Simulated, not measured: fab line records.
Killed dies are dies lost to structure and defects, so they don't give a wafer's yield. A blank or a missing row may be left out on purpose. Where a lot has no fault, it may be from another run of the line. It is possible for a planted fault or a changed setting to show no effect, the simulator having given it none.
Struck lot and sound lot, side by side | flow gf180mcu | 14 out of 602 route steps
Sound: these wafers, L647.1, L647.3, L647.6. Wafers struck: L654.1, L654.2, L654.6. Last of all comes the cause.
Each step with rows lists, per side, the tool, then ch with its chambers, then its first start. Under that, the readings that differ: sound wafers | struck wafers | difference of the means | sigmas: that difference in standard deviations of wafers without a fault.
alike: readings with means less than 2 such deviations apart, plus words and numbers identical on both sides. not compared: withheld readings, readings lacking a value on some wafer, bounds such as >300 that could conceal the same value, and numbers that have no deviation in the record and whose values overlap.
Wherever a step has rows on one side only, a row that says differs or no value, or a row with sigmas, the two part there. Numbers that don't overlap but have no deviation are shown without sigmas and don't part them. A reading that every wafer of one side lacks parts them only if that side has two wafers or more.

GF_M4_SPUTTER_00: material Ti, target thk 37.5 nm, time 150 s.
  sound on pvdSputter-01, day 23 20:47; struck on pvdSputter-04, day 25 15:28
  alike: throttleValvePct
GF_M4_SPUTTER_01: material TiN, target thk 30 nm, time 25 s.
  sound on pvdSputter-01, day 23 20:53; struck on pvdSputter-04, day 25 15:34
  alike: throttleValvePct
GF_M4_SPUTTER_02: material AlCu, target thk 450 nm, time 23.9 s.
  sound on pvdSputter-01, day 23 20:55; struck on pvdSputter-04, day 25 15:37
  alike: throttleValvePct
GF_M4_SPUTTER_03: material Ti, target thk 10 nm, time 6.7 s.
  sound on pvdSputter-01, day 23 20:56; struck on pvdSputter-04, day 25 15:38
  alike: throttleValvePct
GF_M4_SPUTTER_04: material TiN, target thk 50 nm, time 41.7 s.
  sound on pvdSputter-01, day 23 20:58; struck on pvdSputter-04, day 25 15:40
  alike: throttleValvePct
GF_M4_RS_MEAS_05: a four-point-probe measurement.
  sound on filmMetro-02, day 23 21:00; struck on filmMetro-04, day 25 15:42
  alike: M4_ALCU_RS
GF_M4_THK_MEAS_06: measures by xrf.
  sound on filmMetro-02, day 23 21:07; struck on filmMetro-04, day 25 15:49
  alike: M4_ALCU_THK
then, 5 steps without rows for these wafers: GF_M4_DEHYDRATE_07 (time 60 s); GF_M4_HMDS_08 (prime time 60 s); GF_M4_COAT_09 (resist thk 1000 nm); GF_M4_SOFTBAKE_10 (time 60 s); GF_M4_EXPOSE_11 (exposes mask Metal4, target cd 280 nm).
GF_M4_PEB_12: peb time 90 s.
  struck on lithoTrack-01, day 26 12:13; sound on lithoTrack-01 ch 0, day 24 18:31
  no value came back on the struck wafers for chillPlateTempC (C), exhaustPa (Pa); on the sound wafers chillPlateTempC (C) reads 23.01 22.96 23.07
then, 1 step without rows for these wafers: GF_M4_DEVELOP_13 (develop time 60 s).

== WHERE THEY PART ==
Only at GF_M4_PEB_12, within this record.

WHY: whatever the simulator had introduced
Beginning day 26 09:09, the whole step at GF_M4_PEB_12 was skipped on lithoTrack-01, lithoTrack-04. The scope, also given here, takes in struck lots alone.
